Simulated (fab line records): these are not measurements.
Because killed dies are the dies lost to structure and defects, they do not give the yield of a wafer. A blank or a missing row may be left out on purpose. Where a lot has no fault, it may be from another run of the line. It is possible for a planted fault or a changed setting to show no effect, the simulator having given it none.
Lot-split experiment / flow sfq_line / route with 325 steps; 5 lots, 23 wafers read

THE SPLIT ITSELF
At SFQ_TRILAYER_L0_VIA_LITHO_PEB_016 (peb time 60 s), the setting peb_temp_c was moved away from the recipe's 115 C on 7 of the 23 wafers read, by -2.1% to +3.0%. The other wafers ran this setting at the recipe's value.

The file shows no step between the split and the reading.

THE READING
L0V.cd_nm (the simulator's own value, which no gauge read), in nm, at SFQ_TRILAYER_L0_VIA_BARC_OPEN_VIA_ETCH_021 (etches BARC in O2, target depth 125 nm, time 41.7 s). The file gives no usual value for it. Average 700.5 nm, standard deviation 1.4 nm, over the 16 wafers here run with the recipe.

wafer=L076.1; tool, chamber at the split=litho_track-02, 0; peb_temp_c as run, C=115; against the recipe=recipe; L0V.cd_nm, nm=699.8; against lot-mates on the recipe=-
wafer=L076.2; tool, chamber at the split=litho_track-02, 0; peb_temp_c as run, C=115; against the recipe=recipe; L0V.cd_nm, nm=699.7; against lot-mates on the recipe=-
wafer=L076.3; tool, chamber at the split=litho_track-02, 0; peb_temp_c as run, C=115; against the recipe=recipe; L0V.cd_nm, nm=699.1; against lot-mates on the recipe=-
wafer=L076.4; tool, chamber at the split=litho_track-02, 0; peb_temp_c as run, C=115; against the recipe=recipe; L0V.cd_nm, nm=701.1; against lot-mates on the recipe=-
wafer=L076.6; tool, chamber at the split=litho_track-02, 0; peb_temp_c as run, C=115; against the recipe=recipe; L0V.cd_nm, nm=700.3; against lot-mates on the recipe=-
wafer=L078.1; tool, chamber at the split=litho_track-02, 0; peb_temp_c as run, C=115; against the recipe=recipe; L0V.cd_nm, nm=703.4; against lot-mates on the recipe=-
wafer=L078.2; tool, chamber at the split=litho_track-02, 0; peb_temp_c as run, C=115; against the recipe=recipe; L0V.cd_nm, nm=703.7; against lot-mates on the recipe=-
wafer=L078.4; tool, chamber at the split=litho_track-02, 0; peb_temp_c as run, C=115; against the recipe=recipe; L0V.cd_nm, nm=701.8; against lot-mates on the recipe=-
wafer=L078.5; tool, chamber at the split=litho_track-02, 0; peb_temp_c as run, C=116.7; against the recipe=+1.5%; L0V.cd_nm, nm=732.3; against lot-mates on the recipe=+29.3
wafer=L078.6; tool, chamber at the split=litho_track-02, 0; peb_temp_c as run, C=116.7; against the recipe=+1.5%; L0V.cd_nm, nm=730.8; against lot-mates on the recipe=+27.8
wafer=L079.2; tool, chamber at the split=litho_track-02, 0; peb_temp_c as run, C=115; against the recipe=recipe; L0V.cd_nm, nm=699.6; against lot-mates on the recipe=-
wafer=L079.3; tool, chamber at the split=litho_track-02, 0; peb_temp_c as run, C=115; against the recipe=recipe; L0V.cd_nm, nm=699.6; against lot-mates on the recipe=-
wafer=L079.5; tool, chamber at the split=litho_track-02, 0; peb_temp_c as run, C=115; against the recipe=recipe; L0V.cd_nm, nm=699.9; against lot-mates on the recipe=-
wafer=L080.1; tool, chamber at the split=litho_track-02, 0; peb_temp_c as run, C=112.6; against the recipe=-2.1%; L0V.cd_nm, nm=652.4; against lot-mates on the recipe=-47.3
wafer=L080.3; tool, chamber at the split=litho_track-02, 0; peb_temp_c as run, C=115; against the recipe=recipe; L0V.cd_nm, nm=699; against lot-mates on the recipe=-
wafer=L080.4; tool, chamber at the split=litho_track-02, 0; peb_temp_c as run, C=112.6; against the recipe=-2.1%; L0V.cd_nm, nm=651.7; against lot-mates on the recipe=-48.0
wafer=L080.5; tool, chamber at the split=litho_track-02, 0; peb_temp_c as run, C=112.6; against the recipe=-2.1%; L0V.cd_nm, nm=652.7; against lot-mates on the recipe=-47.0
wafer=L080.6; tool, chamber at the split=litho_track-02, 0; peb_temp_c as run, C=115; against the recipe=recipe; L0V.cd_nm, nm=700.4; against lot-mates on the recipe=-
wafer=L081.1; tool, chamber at the split=litho_track-03, 0; peb_temp_c as run, C=118.4; against the recipe=+3.0%; L0V.cd_nm, nm=756.5; against lot-mates on the recipe=+56.4
wafer=L081.2; tool, chamber at the split=litho_track-03, 0; peb_temp_c as run, C=115; against the recipe=recipe; L0V.cd_nm, nm=700.7; against lot-mates on the recipe=-
wafer=L081.4; tool, chamber at the split=litho_track-03, 0; peb_temp_c as run, C=115; against the recipe=recipe; L0V.cd_nm, nm=700.2; against lot-mates on the recipe=-
wafer=L081.5; tool, chamber at the split=litho_track-03, 0; peb_temp_c as run, C=118.4; against the recipe=+3.0%; L0V.cd_nm, nm=757.5; against lot-mates on the recipe=+57.4
wafer=L081.6; tool, chamber at the split=litho_track-03, 0; peb_temp_c as run, C=115; against the recipe=recipe; L0V.cd_nm, nm=699.3; against lot-mates on the recipe=-

THE FIT
A straight line over all 23 wafers: L0V.cd_nm changes by +20.9 nm for each +1% of peb_temp_c; r = +1.00; the points scatter about the line by 2.4 nm.
The same after taking each lot's own level away (the mean of its wafers on the recipe; 23 wafers): +20.6 nm for each +1%; r = +1.00; scatter 1.9 nm.
That fit puts the effect of the largest move of peb_temp_c on the reading at 61 nm.
Across the lots, their own levels run from 699.70 to 702.97 nm, a range of 2.4 times the standard deviation given above.
So the lot-to-lot level changes the slope little: the two slopes agree.
Check: for one of the wafers moved furthest among these (+3.0%), held out of the fit, the line's prediction against its lot-mates is +61.3 nm. Against them it came out at +56.4 nm.

THESE WAFERS: OTHER SPLITS
Before the reading, these wafers also passed through other splits. Each is held against what the fit with the lots' levels taken away leaves over:
other split on the same wafers=SFQ_TRILAYER_INCOMING_OXIDATION_002 ox_time_s; wafers away from the commonest value=15; r with L0V.cd_nm (lot level and that fit taken away)=+0.44
other split on the same wafers=SFQ_TRILAYER_L0_LITHO_PEB_008 peb_time_s; wafers away from the commonest value=9; r with L0V.cd_nm (lot level and that fit taken away)=-0.10
other split on the same wafers=SFQ_TRILAYER_L0_BARC_OPEN_METAL_ETCH_010 icp_w; wafers away from the commonest value=6; r with L0V.cd_nm (lot level and that fit taken away)=+0.42

THE FILE'S OWN FIT
L0V.cd_nm changes by +20.3 nm for each +1% of peb_temp_c, r = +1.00.
